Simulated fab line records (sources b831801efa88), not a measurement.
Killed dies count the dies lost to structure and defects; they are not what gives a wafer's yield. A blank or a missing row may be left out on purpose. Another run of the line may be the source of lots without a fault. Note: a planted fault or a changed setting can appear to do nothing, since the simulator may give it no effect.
Comparing a struck lot with a sound one	flow sky130	24 steps out of a route of 708
Sound: wafers L998.1, L998.5, L998.6. Wafers struck: L115.3, L115.5, L115.6. The cause is named last.
At each step with rows: each side's tool, then ch and its chambers, then its first start. Under that, the readings that differ: sound wafers	struck wafers	difference of the means	sigmas: that difference in standard deviations of wafers without a fault.
alike: same words and numbers on both sides, and readings whose means sit less than 2 such deviations apart. not compared: any withheld reading, any reading some wafer has no value for, any bound like >300 that may hide the same value, and any number with overlapping values for which the record gives no deviation.
The two part at a step that has a row with sigmas, a row that says differs or no value, or rows on one side only. Numbers that have no deviation but don't overlap get no sigmas and don't part them. A reading that every wafer of one side lacks parts them only if that side has two wafers or more.

first, 4 steps without rows for these wafers: SKY_CAPM_SOFTBAKE_08 (time 60 s); SKY_CAPM_EXPOSE_09 (exposes mask CAPM, target cd 1000 nm); SKY_CAPM_PEB_10; SKY_CAPM_DEVELOP_11 (develop time 60 s).
SKY_CAPM_OVL_MEAS_12:
  struck on overlay-02, day 43 05:35; sound on overlay-01, day 38 04:17
  alike: CAPM_OVL
SKY_CAPM_METAL_ETCH_13: etches TiN in Cl2/BCl3, stops on SiO2, target depth 220 nm, time 62.9 s.
  sound on rie_metal-04 ch 0,1, day 38 04:19; struck on rie_metal-03 ch 0,1, day 43 05:38
  alike: drypump_motor_current_A, oes_product_au, throttle_valve_pct
  not compared: rf_hours_counter_h
SKY_CAPM_STRIP_14: strips in O2/N2.
  sound on plasma_asher-03 ch 0,1, day 38 04:23; struck on plasma_asher-02 ch 0,1, day 43 05:44
  alike: drypump_motor_current_A, oes_product_au, strip_time_to_endpoint_s
  not compared: rf_hours_counter_h
then, 5 steps without rows for these wafers: SKY_CAPM_STRIP_15 (strips in post etch residue remover, time 1200 s); SKY_CAPM_CLEAN_16 (cleans in IPA, time 180 s); SKY_CAPM_CLEAN_17 (cleans in O3/DIW); SKY_METAL3_DEHYDRATE_05 (time 60 s); SKY_METAL3_HMDS_06 (prime time 60 s).
SKY_METAL3_COAT_07: resist thk 60 nm.
  sound on litho_track-04 ch 0, day 38 17:32; struck on litho_track-02 ch 0, day 43 18:05
reading	sound	struck	difference	sigmas
spin_speed_rpm (rpm)	3001.3 3000.4 3003.3	3125.2 3126.2 3126.9	+124.4	+57
then, 5 steps without rows for these wafers: SKY_METAL3_COAT_08 (resist thk 1140 nm); SKY_METAL3_SOFTBAKE_09 (time 90 s); SKY_METAL3_EXPOSE_10 (exposes mask MM3, target cd 300 nm); SKY_METAL3_PEB_11; SKY_METAL3_DEVELOP_12 (develop time 60 s).
SKY_METAL3_CD_MEAS_13: the cd target is 300 nm.
  struck on cd_sem-01, day 44 05:46; sound on cd_sem-02, day 39 06:20
  alike: cd_nm
SKY_METAL3_OVL_MEAS_14:
  struck on overlay-02, day 44 05:52; sound on overlay-01, day 39 06:27
  alike: METAL3_OVL
SKY_METAL3_DESCUM_15: chemistry O2, time 8 s.
  sound on rie_metal-04 ch 0,1, day 39 06:29; struck on rie_metal-04 ch 0,1, day 44 05:54
  alike: drypump_motor_current_A, oes_product_au
  not compared: rf_hours_counter_h
SKY_METAL3_ETCH_16: etches BARC in N2/H2, stops on SiO2, time 88.2 s, target depth 60 nm.
  sound on rie_metal-04 ch 0,1, day 39 06:31; struck on rie_metal-04 ch 0,1, day 44 05:57
reading	sound	struck	difference	sigmas
model.etch.depth_nm (nm)	59.91 60.09 59.96	58.67 58.68 58.86	-1.25	
  alike: drypump_motor_current_A, oes_product_au, throttle_valve_pct
  not compared: rf_hours_counter_h
SKY_METAL3_ETCH_17: etches SiO2 in C4F8/O2/Ar, stops on TiN, time 3.9 s, target depth 15 nm.
  sound on rie_diel-02 ch 1,2,3, day 39 06:37; struck on rie_diel-01 ch 0,2,3, day 44 06:01
  alike: oes_product_au
  not compared: rf_hours_counter_h
-- the record jumps here: 6 days lie between the struck wafers' starts before and after (it left off in module METAL3 and takes up again in module PAD_OPEN, whose first step shown is number 708 of the route) --
SKY_PAD_OPEN_PROBE_99:
  the record has rows for the struck wafers here (prober-02, day 50 12:25) and none for the sound ones

== WHERE THEY PART ==
Earliest at SKY_METAL3_COAT_07; latest, in this record, at SKY_PAD_OPEN_PROBE_99.

WHY: whatever the simulator had introduced
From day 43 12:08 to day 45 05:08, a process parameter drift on litho_track-02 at SKY_METAL3_COAT_07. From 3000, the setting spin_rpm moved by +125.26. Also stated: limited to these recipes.
